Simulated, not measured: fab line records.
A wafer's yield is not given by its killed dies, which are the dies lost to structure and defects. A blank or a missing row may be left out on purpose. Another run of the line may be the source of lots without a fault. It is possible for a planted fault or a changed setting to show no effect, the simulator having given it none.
What tool caused it?    flow gf180mcu    12 lots, 36 wafers sampled, at 5 steps of a route of 602

## WHAT EACH GAUGE READ, for each wafer
GF_VT_IMPLANT_OVL_MEAS_07. Usual: VT_IMPLANT_OVL typically reads -0.3 nm, with standard deviation 1.2.
lot   measured      on          VT_IMPLANT_OVL (nm)  flag
L411  day 5 19:22   overlay-02  -1.4 -0.7 -2.0       
L412  day 5 20:46   overlay-02  0.3 0.5 0.9          
L413  day 6 03:31   overlay-02  -1.3 1.2 0.7         
L416  day 6 21:59   overlay-01  -1.5 0.3 -2.2        
L418  day 7 12:43   overlay-02  0.5 -0.1 0.4         
L419  day 7 17:13   overlay-01  -1.0 -2.0 -1.8       
L420  day 8 04:19   overlay-02  -0.3 -0.3 -0.6       
L424  day 9 01:40   overlay-02  -1.9 -1.1 -3.4       
L426  day 9 16:22   overlay-02  -1.0 -1.4 0.6        
L427  day 9 19:28   overlay-01  0.1 0.8 0.0          
L433  day 11 10:28  overlay-02  0.6 -0.6 -0.9        
L434  day 11 14:31  overlay-01  -0.2 -3.2 0.4        

GF_NSD_TW_MEAS_12. Usual: NSD_TW typically reads 4270, with standard deviation 48.
lot   measured      on            NSD_TW          flag
L411  day 13 14:19  filmMetro-02  4230 4240 4232  
L412  day 13 19:25  filmMetro-01  4313 4310 4299  
L413  day 14 06:47  filmMetro-03  4254 4230 4227  
L416  day 15 02:33  filmMetro-02  4244 4205 4228  
L418  day 15 19:47  filmMetro-03  4222 4231 4208  
L419  day 16 00:04  filmMetro-01  4344 4322 4328  
L420  day 16 17:49  filmMetro-01  4361 4359 4348  
L424  day 18 04:10  filmMetro-01  4320 4320 4321  
L426  day 18 22:28  filmMetro-01  4321 4313 4325  
L427  day 18 23:52  filmMetro-01  4342            
L433  day 21 02:44  filmMetro-03  4255 4269 4281  
L434  day 21 06:55  filmMetro-03  4234 4224 4241  

## WHAT TOOL EACH LOT RAN ON (gives the tool, then ch and the chambers of the sampled wafers, and finally the start)
lot   GF_POLY_GATE_ETCH_13             GF_POLY_GATE_STRIP_14                GF_HV_LDD_RTA_52
L411  rieSi-01 ch 0,1,2, day 9 10:37   plasmaAsher-04 ch 0,1, day 9 10:41   rtpAnneal-02 ch 0, day 12 15:36
L412  rieSi-01 ch 0,3, day 9 14:43     plasmaAsher-02 ch 0,1, day 9 14:47   rtpAnneal-02 ch 0, day 12 19:23
L413  rieSi-01 ch 1,2, day 9 23:34     plasmaAsher-02 ch 0,1, day 9 23:40   rtpAnneal-01 ch 0, day 13 07:21
L416  rieSi-01 ch 0,1, day 10 17:52    plasmaAsher-04 ch 0,1, day 10 17:58  rtpAnneal-02 ch 0, day 14 02:23
L418  rieSi-01 ch 2,3, day 11 08:34    plasmaAsher-04 ch 1, day 11 08:38    rtpAnneal-01 ch 0, day 14 19:17
L419  rieSi-01 ch 0,1,3, day 11 13:10  plasmaAsher-01 ch 1, day 11 13:14    rtpAnneal-01 ch 0, day 14 23:47
L420  rieSi-02 ch 0,2, day 12 02:34    plasmaAsher-02 ch 0,1, day 12 02:38  rtpAnneal-01 ch 0, day 15 16:54
L424  rieSi-02 ch 2,3, day 13 07:43    plasmaAsher-01 ch 1, day 13 07:47    rtpAnneal-02 ch 0, day 17 00:58
L426  rieSi-01 ch 0,3, day 13 22:55    plasmaAsher-01 ch 0,1, day 13 22:59  rtpAnneal-02 ch 0, day 17 19:21
L427  rieSi-02 ch 1,2, day 14 01:37    plasmaAsher-04 ch 0,1, day 14 01:41  rtpAnneal-01 ch 0, day 17 21:16
L433  rieSi-01 ch 0,1,2, day 15 21:46  plasmaAsher-01 ch 0,1, day 15 21:49  rtpAnneal-02 ch 0, day 19 23:20
L434  rieSi-01 ch 0,2,3, day 16 02:29  plasmaAsher-04 ch 0,1, day 16 02:33  rtpAnneal-01 ch 0, day 20 03:10
- GF_POLY_GATE_ETCH_13: etches poly-Si in HBr/Cl2, stops on SiO2, target depth 198.5 nm, time 69.6 s.
- GF_POLY_GATE_STRIP_14: strips in O2/N2.
- GF_HV_LDD_RTA_52: time 10 s.

## AS READ BY THE TOOLS THEMSELVES (means over the sampled wafers that have a number; for cases with no such wafer, the mark the record gives instead)
GF_POLY_GATE_ETCH_13. Usual: drypumpMotorCurrentA 5.7 A, standard deviation 0.46; oesProductAu 0.990 a.u., standard deviation 0.0065; runLengthS 98.0 s, standard deviation 0.53; throttleValvePct 33.685 %, standard deviation 0.0096.
lot   tool      drypumpMotorCurrentA (A)  oesProductAu (a.u.)  runLengthS (s)  throttleValvePct (%)  flag
L411  rieSi-01  6.0                       0.991                97.8            33.692                
L412  rieSi-01  5.8                       0.990                98.7            33.680                
L413  rieSi-01  6.2                       0.989                97.5            33.678                
L416  rieSi-01  5.9                       1.005                98.4            33.686                
L418  rieSi-01  5.8                       0.991                97.9            33.691                
L419  rieSi-01  6.1                       0.998                98.6            33.676                
L420  rieSi-02  5.4                       0.986                97.8            33.685                
L424  rieSi-02  5.4                       0.989                97.5            33.683                
L426  rieSi-01  5.8                       0.991                98.6            33.685                
L427  rieSi-02  5.1                       0.998                74.1            33.682                OFF
L433  rieSi-01  5.9                       0.996                97.8            33.688                
L434  rieSi-01  5.8                       0.991                98.2            33.690                

GF_POLY_GATE_STRIP_14. Usual: drypumpMotorCurrentA 5.6 A, standard deviation 0.48; heaterPowerW 329 W, standard deviation 25; oesProductAu 0.504 a.u., standard deviation 0.0045.
lot   tool            drypumpMotorCurrentA (A)  heaterPowerW (W)  oesProductAu (a.u.)  flag
L411  plasmaAsher-04  5.6                       349               0.505                
L412  plasmaAsher-02  6.3                       296               0.507                
L413  plasmaAsher-02  6.3                       291               0.506                
L416  plasmaAsher-04  5.6                       349               0.506                
L418  plasmaAsher-04  5.8                       362               0.505                
L419  plasmaAsher-01  5.7                       355               0.504                
L420  plasmaAsher-02  6.3                       286               0.505                
L424  plasmaAsher-01  5.7                       356               0.508                
L426  plasmaAsher-01  5.2                       335               0.503                
L427  plasmaAsher-04  5.5                       348               0.519                OFF
L433  plasmaAsher-01  5.5                       347               0.505                
L434  plasmaAsher-04  5.4                       342               0.507                

GF_HV_LDD_RTA_52. Usual: annealTempCMax 1006.8, standard deviation 1.4; lampPowerPct 32.5 %, standard deviation 0.63; wafer_temp_C_max 1004.8, standard deviation 0.98.
lot   tool          annealTempCMax  lampPowerPct (%)  wafer_temp_C_max  flag
L411  rtpAnneal-02  1007.7          31.6              1005.2            
L412  rtpAnneal-02  1006.5          31.6              1005.9            
L413  rtpAnneal-01  1004.9          33.0              1003.8            
L416  rtpAnneal-02  1006.8          31.6              1005.1            
L418  rtpAnneal-01  1007.1          32.9              1005.0            
L419  rtpAnneal-01  1006.4          32.9              1004.5            
L420  rtpAnneal-01  1006.1          33.0              1004.4            
L424  rtpAnneal-02  1008.2          31.6              1004.4            
L426  rtpAnneal-02  1008.2          31.6              1004.4            
L427  rtpAnneal-01  1004.9          32.9              1004.9            
L433  rtpAnneal-02  1006.6          31.6              1006.0            
L434  rtpAnneal-01  1007.7          33.0              1004.3            

## THE ANSWER, worked out from the rows above alone
Rule: a lot is off if the mean of its wafers that have a number lies more than 3 standard deviations from the usual mean. A lot without any number at a reading at which 4 lots or more have one is off too. The other lots that the step has rows for count as sound. Order of review: gauges by route order, followed by the tools' own readings, for which a lot's mean as printed above is used. At the first step where some lot is off, the reading lying furthest off is the one used; lots without a number count as furthest.
Off: L427 (GF_POLY_GATE_ETCH_13, runLengthS).
If a tool, at that step or one of the process steps before it, ran each lot that is off and ran no sound lot following the first of them, it fits. One fits: rieSi-02 at GF_POLY_GATE_ETCH_13. Its last sound lot is L424 (day 13 07:43), its first lot that is off L427 (day 14 01:37): a fault that began between those two fits.
On the lots that are off, the tool's own readings at GF_POLY_GATE_ETCH_13 differ by more than 5 times the standard deviation of the sound lots' means, which bears it out; runLengthS reads 74.1 s there versus 98.1 s on the sound lots.

## WHAT THE SIMULATOR PUT IN
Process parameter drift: rieSi-02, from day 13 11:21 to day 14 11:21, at GF_POLY_GATE_ETCH_13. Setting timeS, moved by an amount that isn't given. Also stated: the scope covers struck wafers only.
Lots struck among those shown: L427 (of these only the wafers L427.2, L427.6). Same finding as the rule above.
